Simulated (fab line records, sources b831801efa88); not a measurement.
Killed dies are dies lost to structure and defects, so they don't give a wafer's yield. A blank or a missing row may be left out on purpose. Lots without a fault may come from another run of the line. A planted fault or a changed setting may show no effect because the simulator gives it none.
Chamber matching | flow sky130 | SKY_VIA3_CMP_24 on cmp-02: 4 sister chambers
The step polishes, stops on SiO2, t overpolish 20 s, target thk 0 nm. 33 wafers are shown with their chamber, then 12 later ones without.

WAFERS WITH THEIR CHAMBER
wafer  | chamber | motor_current_A (A) | time_to_endpoint_s (s) | overpolish_run_s (s)
L074.1 | 3       | 10.2                | 96                     | 19.992
L074.2 | 0       | 10.4                | 96                     | 19.994
L074.4 | 1       | 12.0                | 94                     | 19.989
L076.1 | 3       | 9.8                 | 98                     | 20.010
L076.2 | 0       | 10.2                | 95                     | 19.981
L076.4 | 2       | 10.2                | 95                     | 20.007
L077.3 | 2       | 10.4                | 90                     | 19.999
L077.4 | 1       | 12.3                | 92                     | 20.010
L077.5 | 3       | 10.1                | 95                     | 19.997
L079.1 | 1       | 12.6                | 95                     | 19.984
L079.3 | 2       | 10.8                | 95                     | 19.999
L079.4 | 0       | 9.9                 | 94                     | 19.991
L078.3 | 1       | 13.1                | 99                     | 20.010
L078.4 | 3       | 10.2                | 102                    | 19.988
L078.5 | 1       | 12.9                | 96                     | 19.999
L080.2 | 1       | 12.6                | 92                     | 19.994
L080.3 | 2       | 10.4                | 90                     | 19.998
L080.6 | 0       | 10.5                | 94                     | 19.992
L081.3 | 2       | 10.3                | 94                     | 20.003
L081.4 | 0       | 9.8                 | 98                     | 20.004
L081.5 | 2       | 10.5                | 94                     | 19.989
L082.2 | 2       | 11.0                | 95                     | 19.990
L082.3 | 1       | 12.6                | 98                     | 20.007
L082.6 | 1       | 12.8                | 94                     | 20.003
L083.2 | 1       | 13.3                | 97                     | 20.012
L083.3 | 3       | 10.1                | 101                    | 19.998
L083.4 | 0       | 10.4                | 98                     | 20.002
L083.1 | 2       | 10.1                | 100                    | 20.026
L083.5 | 1       | 12.4                | 101                    | 19.992
L083.6 | 2       | 10.6                | 100                    | 19.981
L087.1 | 1       | 12.4                | 96                     | 20.002
L087.2 | 2       | 10.6                | 97                     | 19.995
L087.4 | 3       | 10.2                | 100                    | 20.020

SIGNATURES (means of the wafers above)
reading            | chamber 0 | chamber 1 | chamber 2 | chamber 3 | scatter within a chamber
motor_current_A    | 10.200    | 12.636    | 10.490    | 10.100    | 0.299
time_to_endpoint_s | 95.83     | 95.82     | 95.00     | 98.67     | 2.89
overpolish_run_s   | 19.99400  | 20.00018  | 19.99870  | 20.00083  | 0.0106
Rule: a wafer's distance from a chamber is the root of the sum, over the readings, of the square of ((its reading less the chamber's mean) divided by the reading's scatter). The wafer belongs to the nearest chamber; if the next one is less than 2 further off, it can't be placed. The scatter: the root of (the sum of the squares of (reading less its chamber's mean) over the shown wafers, divided by (wafers less chambers)).

WAFERS WITHOUT THEIR CHAMBER
wafer  | motor_current_A (A) | time_to_endpoint_s (s) | overpolish_run_s (s)
L088.3 | 10.2                | 101                    | 20.006
L088.4 | 12.1                | 101                    | 20.003
L088.6 | 10.2                | 101                    | 20.000
L090.2 | 10.3                | 99                     | 19.997
L090.4 | 10.9                | 105                    | 20.002
L090.5 | 10.2                | 97                     | 19.990
L093.1 | 10.6                | 98                     | 20.020
L093.2 | 10.9                | 104                    | 20.010
L093.3 | 12.4                | 100                    | 20.002
L093.4 | 10.1                | 97                     | 19.982
L093.5 | 13.4                | 103                    | 20.010
L093.6 | 10.4                | 99                     | 19.998

WHICH CHAMBER EACH WENT THROUGH
wafer  | from the rows above          | in truth
L088.3 | can't be placed: 3 or 0 or 2 | 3
L088.4 | 1                            | 1
L088.6 | can't be placed: 3 or 0 or 2 | 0
L090.2 | can't be placed: 3 or 0 or 2 | 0
L090.4 | can't be placed: 3 or 2 or 0 | 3
L090.5 | can't be placed: 0 or 3 or 2 | 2
L093.1 | can't be placed: 2 or 3 or 0 | 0
L093.2 | can't be placed: 3 or 2 or 0 | 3
L093.3 | 1                            | 1
L093.4 | can't be placed: 0 or 3 or 2 | 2
L093.5 | 1                            | 1
L093.6 | can't be placed: 3 or 0 or 2 | 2
Placed correctly: 3 of 12. Can't be placed from these rows: 9 (the true chamber is among the candidates in 9). Placed wrongly: 0.
